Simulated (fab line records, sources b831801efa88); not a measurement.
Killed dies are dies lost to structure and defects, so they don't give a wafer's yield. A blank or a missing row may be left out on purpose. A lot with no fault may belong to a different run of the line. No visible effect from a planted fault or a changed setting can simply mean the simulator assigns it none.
Problem report in the 8D (eight disciplines) form, filled by code | flow gf180mcu | the parts of the form that need people (team, actions taken, sign-off) are left out

## 1. WHAT IS WRONG
Mean LVPWELL_TW at GF_LVPWELL_TW_MEAS_11: 30 over 9 wafers in 3 lots; fault-free wafers: 561, standard deviation 6.1. Measured from the usual mean, that is -87 standard deviations.
Earliest sighting: wafer L194.1 on filmMetro-01 at day 7 04:23. At this step, 45 wafers from 15 lots have a number in the record. By rule, "out" or "out of limits" means more than 4 standard deviations away from the usual mean. The other wafers with a number count as sound.

## 2. WHAT IT IS AND WHAT IT IS NOT
question                    | is                         | is not
which readings at this step | LVPWELL_TW                 | -
which lots                  | L194, L195, L196           | L181, L183, L184, L185, L187, L189, L191, L192, L193, L198, L202, L203
which wafers of those lots  | all that have a number     | -
read on which gauges        | filmMetro-01, filmMetro-04 | filmMetro-02
when                        | from day 7 04:23           | up to then (27 sound wafers); but 9 sound wafers of L198, L202, L203 came after

## 3. THE SUSPECTS, EACH WITH WHAT RULES IT OUT
Counting: any tool at a process step up to the reading is kept as a suspect provided that every lot that is out went through it and no sound lot did after the first of them.
- the gauge at GF_LVPWELL_TW_MEAS_11 is ruled out. The wafers that are out were read on 2 gauges (filmMetro-01, filmMetro-04).
- plasmaAsher-02 at GF_NWELL_STRIP_10 (strips in O2/N2): kept. It ran every lot that is out, first L194 (day 6 12:26), and no sound lot after that; its last sound lot up to then is L193 (day 6 07:18).
Remaining after the count: plasmaAsher-02 at GF_NWELL_STRIP_10.

## 4. THE CAUSE (what the simulator had put in)
At GF_NWELL_STRIP_10, the step was skipped entirely on plasmaAsher-02 from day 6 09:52 on. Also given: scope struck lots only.
Counting left only this tool.

## 5. THE EFFECT CHAIN, in route order
Each row: a reading where the mean over the struck wafers with a number is more than 3 standard deviations away from the usual. Only readings for which the record gives a usual standard deviation are gone through. hours: the time from each lot's start at the first step in this table that gives one to its start at this step, as a median over the lots. sigmas: the change in usual standard deviations.
hours | step                  | reading              | usual      | on struck wafers | change | sigmas
0     | GF_LVPWELL_STRIP_10   | oesProductAu         | 0.723 a.u. | 0.742            | +0.019 | +4.0
0     | GF_LVPWELL_STRIP_10   | stripTimeToEndpointS | 37.01 s    | 81.81            | +44.80 | +99 or more
0     | GF_LVPWELL_TW_MEAS_11 | LVPWELL_TW           | 561        | 30               | -531   | -87
Here are the process steps it includes:
- GF_LVPWELL_STRIP_10: strips in O2/N2.
Readings that are blank on the struck wafers while sound wafers have them: chamberPressureMTorr at GF_NWELL_STRIP_10; drypumpMotorCurrentA at GF_NWELL_STRIP_10; heaterPowerW at GF_NWELL_STRIP_10; oesProductAu at GF_NWELL_STRIP_10; stripTimeToEndpointS at GF_NWELL_STRIP_10.
Later measuring or inspecting steps at which every struck wafer that the step has a row for has a number for every such reading, and none has moved that far: GF_MVPSD_TW_MEAS_11.

## 6. HOW IT WOULD HAVE BEEN CAUGHT EARLIER
The first out-of-limits reading at a measuring or inspecting step in this record came at day 7 04:23, 19 hours after the fault's start at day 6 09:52.
At GF_NWELL_STRIP_10 the tool's readings are blank on the struck wafers, where sound wafers have them: an empty tool record is the first sign, and it was there at once.
By day 7 04:23 the whole set of lots that are out, 3 in number, had already begun GF_NWELL_STRIP_10 on plasmaAsher-02. Had the tool been put on hold then, not one of them would have been saved.
